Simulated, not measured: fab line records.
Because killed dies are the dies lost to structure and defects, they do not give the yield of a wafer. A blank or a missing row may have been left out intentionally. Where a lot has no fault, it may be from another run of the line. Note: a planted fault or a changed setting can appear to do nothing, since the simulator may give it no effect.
Matching of chambers / flow sfq-line / SFQ_TRILAYER_I2_VIA_BARC_OPEN_VIA_ETCH_096 on rie-diel-04 has 4 sister chambers
The step etches BARC in O2, target depth 125 nm, time 41.7 s. 4 wafers are shown with their chamber, then 8 later ones without.

## WAFERS WITH THEIR CHAMBER
wafer=L994.3; chamber=2; drypump-motor-current-A (A)=6.5
wafer=L996.4; chamber=3; drypump-motor-current-A (A)=6.7
wafer=L996.6; chamber=1; drypump-motor-current-A (A)=5.2
wafer=L998.2; chamber=0; drypump-motor-current-A (A)=6.3

## WAFERS WITH NO CHAMBER GIVEN
wafer=L998.4; drypump-motor-current-A (A)=5.2
wafer=L998.5; drypump-motor-current-A (A)=6.5
wafer=L101.1; drypump-motor-current-A (A)=5.3
wafer=L101.3; drypump-motor-current-A (A)=6.3
wafer=L101.4; drypump-motor-current-A (A)=5.3
wafer=L111.1; drypump-motor-current-A (A)=6.7
wafer=L111.3; drypump-motor-current-A (A)=6.5
wafer=L111.4; drypump-motor-current-A (A)=6.3

## WHICH CHAMBER EACH ONE RAN IN
wafer=L998.4; from the rows above=1; in truth=1
wafer=L998.5; from the rows above=2; in truth=2
wafer=L101.1; from the rows above=1; in truth=1
wafer=L101.3; from the rows above=0; in truth=0
wafer=L101.4; from the rows above=1; in truth=1
wafer=L111.1; from the rows above=3; in truth=3
wafer=L111.3; from the rows above=2; in truth=2
wafer=L111.4; from the rows above=0; in truth=0
Placed correctly: 8 of 8. From these rows, 0 cannot be placed. Placed wrongly: 0.
How it was worked out, from the rows above alone: a wafer's distance from a chamber is the root of the sum, over the readings, of the square of ((its reading less the chamber's mean) divided by the reading's scatter). The wafer belongs to the nearest chamber; if the next one is less than 2 further off, it can't be placed. Each chamber's mean is taken over the wafers shown for it. The scatter (one wafer shown for each chamber): square how far every hidden wafer sits from the nearest shown wafer, average those squares and take the square root.
